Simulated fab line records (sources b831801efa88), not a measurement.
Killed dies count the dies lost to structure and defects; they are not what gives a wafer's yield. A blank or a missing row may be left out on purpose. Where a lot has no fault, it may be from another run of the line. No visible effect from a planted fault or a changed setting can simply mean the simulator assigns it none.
What tool caused it? | flow gf180mcu | 14 lots with 42 wafers sampled at 4 steps, on a route of 602 steps

## WHAT THE GAUGES SHOWED, per wafer
GF_M4_THK_MEAS_06: measures by xrf. Usual: M4_ALCU_THK typically reads 450 nm, with standard deviation 4.9.
lot  | measured     | on           | M4_ALCU_THK (nm) | flag
L258 | day 22 11:26 | filmMetro-01 | 450 448 452      | 
L259 | day 23 01:46 | filmMetro-02 | 448 454 448      | 
L260 | day 23 10:34 | filmMetro-02 | 455 456 460      | 
L262 | day 24 02:31 | filmMetro-01 | 448 452 450      | 
L263 | day 24 14:08 | filmMetro-02 | 452 445 454      | 
L264 | day 24 18:37 | filmMetro-02 | 455 457 456      | 
L265 | day 25 01:04 | filmMetro-02 | 454 453 455      | 
L266 | day 25 09:04 | filmMetro-02 | 453 452 460      | 
L274 | day 27 19:55 | filmMetro-03 | 444 440 447      | 
L275 | day 28 06:16 | filmMetro-02 | 451 449 449      | 
L277 | day 28 22:23 | filmMetro-03 | 448 445 447      | 
L279 | day 29 06:11 | filmMetro-02 | 452 447 449      | 
L280 | day 29 17:10 | filmMetro-02 | 450 452 447      | 
L281 | day 29 21:14 | filmMetro-03 | 443 442 446      | 

GF_V4_THK_MEAS_25: measures by xrf. Usual: V4_W_THK typically reads 345 nm, with standard deviation 6.5.
lot  | measured     | on           | V4_W_THK (nm) | flag
L258 | day 24 11:02 | filmMetro-03 | 352 337 350   | 
L259 | day 25 00:04 | filmMetro-03 | 356 354 342   | 
L260 | day 25 09:02 | filmMetro-03 | 340 349 341   | 
L262 | day 26 00:02 | filmMetro-01 | 343 347 359   | 
L263 | day 26 11:14 | filmMetro-04 | 334 337 340   | 
L264 | day 26 15:49 | filmMetro-03 | 342 337 343   | 
L265 | day 26 21:49 | filmMetro-01 | 343 343 345   | 
L266 | day 27 05:01 | filmMetro-04 | 349 337 344   | 
L274 | day 29 14:11 | filmMetro-03 | 339 338 343   | 
L275 | day 29 23:16 | filmMetro-03 | 339 350 339   | 
L277 | day 30 14:41 | filmMetro-03 | 354 346 356   | 
L279 | day 30 22:05 | filmMetro-03 | 353 341 353   | 
L280 | day 31 07:37 | filmMetro-04 | 350 349 340   | 
L281 | day 31 23:30 | filmMetro-03 | 351 342 350   | 

GF_TOP_METAL_THK_MEAS_06: measures by xrf. Usual: TOP_METAL_ALCU_THK typically reads 907 nm, with standard deviation 10.
lot  | measured     | on           | TOP_METAL_ALCU_THK (nm) | flag
L258 | day 27 07:32 | filmMetro-02 | 887 897 887             | 
L259 | day 27 19:32 | filmMetro-02 | 900 894 908             | 
L260 | day 28 02:26 | filmMetro-02 | 913 910 917             | 
L262 | day 28 17:03 | filmMetro-02 | 901 890 890             | 
L263 | day 29 02:26 | filmMetro-03 | 905 915 921             | 
L264 | day 29 07:45 | filmMetro-01 | 912 901 910             | 
L265 | day 29 13:01 | filmMetro-03 | 905 896 906             | 
L266 | day 29 18:50 | filmMetro-02 | 909 922 921             | 
L274 | day 32 00:28 | filmMetro-03 | 911 913 900             | 
L275 | day 32 08:07 | filmMetro-02 | 912 901 905             | 
L277 | day 32 23:08 | filmMetro-02 | 918 906 916             | 
L279 | day 33 05:34 | filmMetro-01 | 913 900 903             | 
L280 | day 33 12:50 | filmMetro-03 | 912 905 900             | 
L281 | day 34 03:20 | filmMetro-01 | 905 903 896             | 

## WHAT TOOL EACH LOT RAN ON (gives the tool, then ch and the chambers of the sampled wafers, and finally the start)
lot  | GF_V5_SPUTTER_21
L258 | pvdSputter-04, day 27 06:31
L259 | pvdSputter-04, day 27 18:30
L260 | pvdSputter-03, day 28 01:24
L262 | pvdSputter-03, day 28 16:00
L263 | pvdSputter-03, day 29 01:25
L264 | pvdSputter-01, day 29 06:43
L265 | pvdSputter-01, day 29 11:59
L266 | pvdSputter-04, day 29 17:48
L274 | pvdSputter-03, day 31 23:20
L275 | pvdSputter-03, day 32 07:04
L277 | pvdSputter-04, day 32 22:04
L279 | pvdSputter-01, day 33 04:27
L280 | pvdSputter-01, day 33 11:49
L281 | pvdSputter-01, day 34 02:15
- GF_V5_SPUTTER_21: material Ti, target thk 15 nm, time 80.02 s.

## WHAT THE TOOLS THEMSELVES READ (means of the sampled wafers that have a number; where no wafer has one, the mark that the record gives instead)
GF_V5_SPUTTER_21. Usual: chamberPressurePa 5.002 Pa, standard deviation 0.011; throttleValvePct 30.2 %, standard deviation 1.
lot  | tool          | chamberPressurePa (Pa) | throttleValvePct (%) | flag
L258 | pvdSputter-04 | 5.008                  | 31.0                 | 
L259 | pvdSputter-04 | 4.998                  | 29.2                 | 
L260 | pvdSputter-03 | 4.996                  | 30.0                 | 
L262 | pvdSputter-03 | 4.997                  | 29.8                 | 
L263 | pvdSputter-03 | 5.004                  | 30.0                 | 
L264 | pvdSputter-01 | 5.002                  | 30.4                 | 
L265 | pvdSputter-01 | 5.009                  | 30.3                 | 
L266 | pvdSputter-04 | 4.992                  | 31.1                 | 
L274 | pvdSputter-03 | 5.850                  | 27.2                 | OFF
L275 | pvdSputter-03 | 5.852                  | 27.0                 | OFF
L277 | pvdSputter-04 | 5.004                  | 29.2                 | 
L279 | pvdSputter-01 | 4.989                  | 30.1                 | 
L280 | pvdSputter-01 | 5.008                  | 30.8                 | 
L281 | pvdSputter-01 | 4.996                  | 30.2                 | 

## THE ANSWER, worked out from the rows above alone
Rule: a lot is off if the mean of its wafers that have a number lies more than 3 standard deviations from the usual mean. A lot without any number at a reading at which 4 lots or more have one is off too. The other lots that the step has rows for count as sound. Order of review: gauges by route order, followed by the tools' own readings, for which a lot's mean as printed above is used. The first step at which some lot is off is used, and at that step the reading that is off furthest; a lot without a number counts as furthest.
Off at GF_V5_SPUTTER_21 (chamberPressurePa): L274, L275.
If a tool, at that step or one of the process steps before it, ran each lot that is off and ran no sound lot following the first of them, it fits. One candidate fits, namely pvdSputter-03 at GF_V5_SPUTTER_21. A fault onset in the window from L263 (day 29 01:25, its last sound lot) to L274 (day 31 23:20, its first lot off) fits.
The tool's own readings at GF_V5_SPUTTER_21 bear it out: on the lots that are off they differ by more than 5 times the standard deviation of the sound lots' means. chamberPressurePa reads 5.851 Pa there against 5.000 Pa on the sound lots; throttleValvePct reads 27.1 % there against 30.2 % on the sound lots.

## WHAT THE SIMULATOR PUT IN
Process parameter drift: pvdSputter-03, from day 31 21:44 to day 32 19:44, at GF_V5_SPUTTER_21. From 5, the setting chamberPressurePa moved by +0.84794. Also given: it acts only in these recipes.
Struck lots among those shown: L274, L275. The rule given above showed the same thing.
